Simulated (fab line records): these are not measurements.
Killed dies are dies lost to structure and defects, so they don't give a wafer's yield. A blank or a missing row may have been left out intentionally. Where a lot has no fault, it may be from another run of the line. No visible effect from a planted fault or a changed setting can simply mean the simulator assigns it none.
Which tool was responsible? | flow sky130 | 13 lots with 39 wafers sampled at 4 steps, on a route of 708 steps

== WHAT THE GAUGES SHOWED, per wafer ==
SKY_VIA2_BOW_MEAS_03. Usual: for VIA2_BOW the level is 88 um and the standard deviation is 8.1.
lot  | measured     | on           | VIA2_BOW (um) | flag
L932 | day 35 20:04 | filmMetro-04 | 100 100 103   | 
L934 | day 36 20:38 | filmMetro-02 | 81 79 84      | 
L938 | day 37 13:04 | filmMetro-03 | 86 86 91      | 
L942 | day 38 16:48 | filmMetro-02 | 88 93 81      | 
L944 | day 38 23:41 | filmMetro-03 | 104 101 103   | 
L943 | day 39 01:08 | filmMetro-04 | 74 83 76      | 
L945 | day 39 03:44 | filmMetro-04 | 90 90 83      | 
L946 | day 39 09:04 | filmMetro-02 | 93 97 108     | 
L948 | day 40 16:25 | filmMetro-04 | 80 90 90      | 
L949 | day 40 18:16 | filmMetro-04 | 94 76 92      | 
L950 | day 41 01:43 | filmMetro-02 | 88 88 99      | 
L951 | day 41 02:37 | filmMetro-02 | 89 102 88     | 
L953 | day 41 23:05 | filmMetro-04 | 81 78 72      | 

SKY_VIA2_THK_MEAS_23: measures by xrf. Usual: for VIA2_W_THK the level is 408 nm and the standard deviation is 6.1.
lot  | measured     | on           | VIA2_W_THK (nm) | flag
L932 | day 36 23:27 | filmMetro-02 | 407 405 406     | 
L934 | day 37 23:52 | filmMetro-03 | 416 413 417     | 
L938 | day 38 15:57 | filmMetro-04 | 413 410 404     | 
L942 | day 39 18:07 | filmMetro-02 | 416 403 411     | 
L944 | day 40 01:44 | filmMetro-02 | 403 411 411     | 
L943 | day 40 03:38 | filmMetro-03 | 397 403 402     | 
L945 | day 40 04:44 | filmMetro-04 | 413 411 411     | 
L946 | day 40 10:28 | filmMetro-03 | 416 406 409     | 
L948 | day 41 18:28 | filmMetro-03 | 399 408 405     | 
L949 | day 41 19:48 | filmMetro-04 | 421 416 423     | 
L950 | day 42 02:44 | filmMetro-02 | 400 399 405     | 
L951 | day 42 04:30 | filmMetro-04 | 403 404 401     | 
L953 | day 42 22:58 | filmMetro-02 | 413 408 409     | 

SKY_CAPM_THK_MEAS_04: measures by xrf. Usual: for CAPM_TIN_THK the level is 200.0 nm and the standard deviation is 2.9.
lot  | measured     | on           | CAPM_TIN_THK (nm) | flag
L932 | day 37 00:16 | filmMetro-04 | 199.4 202.3 199.9 | 
L934 | day 38 00:42 | filmMetro-04 | 204.3 202.8 203.4 | 
L938 | day 38 16:47 | filmMetro-04 | 199.3 199.0 199.3 | 
L942 | day 39 18:56 | filmMetro-01 | 196.4 198.7 197.4 | 
L944 | day 40 02:34 | filmMetro-04 | 202.5 203.5 202.9 | 
L943 | day 40 04:28 | filmMetro-04 | 199.9 198.7 202.7 | 
L945 | day 40 05:34 | filmMetro-02 | 195.7 199.6 198.5 | 
L946 | day 40 11:18 | filmMetro-01 | 196.6 197.7 195.6 | 
L948 | day 41 19:18 | filmMetro-04 | 203.1 201.8 202.9 | 
L949 | day 41 20:37 | filmMetro-02 | 198.7 204.4 201.1 | 
L950 | day 42 03:34 | filmMetro-01 | 197.5 195.5 197.9 | 
L951 | day 42 05:19 | filmMetro-02 | 201.0 199.9 198.5 | 
L953 | day 42 23:47 | filmMetro-04 | 201.7 198.6 200.3 | 

== WHICH TOOL RAN EACH LOT (tool, then ch and the chambers of the sampled wafers, then the start) ==
lot  | SKY_METAL3_SPUTTER_03
L932 | pvdSputter-03, day 36 23:53
L934 | pvdSputter-04, day 38 00:19
L938 | pvdSputter-01, day 38 16:23
L942 | pvdSputter-01, day 39 18:34
L944 | pvdSputter-03, day 40 02:11
L943 | pvdSputter-03, day 40 04:04
L945 | pvdSputter-03, day 40 05:11
L946 | pvdSputter-03, day 40 10:55
L948 | pvdSputter-01, day 41 18:55
L949 | pvdSputter-03, day 41 20:14
L950 | pvdSputter-01, day 42 03:10
L951 | pvdSputter-03, day 42 04:56
L953 | pvdSputter-03, day 42 23:24
- SKY_METAL3_SPUTTER_03: material Ti, target thk 5 nm, time 3.3 s.

== AS READ BY THE TOOLS THEMSELVES (means over the sampled wafers that have a number; for cases with no such wafer, the mark the record gives instead) ==
SKY_METAL3_SPUTTER_03. Usual: cathodeDcPowerW 3000.0 W, standard deviation 0.6; chamberPressurePa 0.4000 Pa, standard deviation 0.00075; throttleValvePct 29.7 %, standard deviation 1.2.
lot  | tool          | cathodeDcPowerW (W) | chamberPressurePa (Pa) | throttleValvePct (%) | flag
L932 | pvdSputter-03 | 2999.3              | 0.4003                 | 29.0                 | 
L934 | pvdSputter-04 | 2999.6              | 0.3999                 | 30.8                 | 
L938 | pvdSputter-01 | 2999.6              | 0.4001                 | 30.5                 | 
L942 | pvdSputter-01 | 3000.3              | 0.3999                 | 30.4                 | 
L944 | pvdSputter-03 | -                   | -                      | -                    | OFF
L943 | pvdSputter-03 | -                   | -                      | -                    | OFF
L945 | pvdSputter-03 | 2999.8              | 0.3996                 | 29.0                 | 
L946 | pvdSputter-03 | 3000.1              | 0.3991                 | 29.8                 | 
L948 | pvdSputter-01 | 2999.3              | 0.3997                 | 30.7                 | 
L949 | pvdSputter-03 | 3000.5              | 0.4000                 | 28.5                 | 
L950 | pvdSputter-01 | 3000.3              | 0.3994                 | 30.6                 | 
L951 | pvdSputter-03 | 3000.3              | 0.4010                 | 28.1                 | 
L953 | pvdSputter-03 | 3000.3              | 0.4001                 | 29.2                 | 

== THE ANSWER, worked out from the rows above alone ==
Rule: take the mean of a lot's wafers that have a number; if it is more than 3 standard deviations from the usual mean, the lot is off. Also off: a lot with no number at a reading for which 4 or more lots have one. All remaining lots with rows at the step are treated as sound. Order of review: gauges by route order, followed by the tools' own readings, for which a lot's mean as printed above is used. At the first step where some lot is off, the reading lying furthest off is the one used; lots without a number count as furthest.
Off, at SKY_METAL3_SPUTTER_03 on cathodeDcPowerW: L944, L943. Without a number there: L944, L943.
A tool fits if, at that step or a process step before it, it ran every lot that is off, and no sound lot after the first of them. No candidate that was tried fits.

== WHAT HAD BEEN PUT IN BY THE SIMULATOR ==
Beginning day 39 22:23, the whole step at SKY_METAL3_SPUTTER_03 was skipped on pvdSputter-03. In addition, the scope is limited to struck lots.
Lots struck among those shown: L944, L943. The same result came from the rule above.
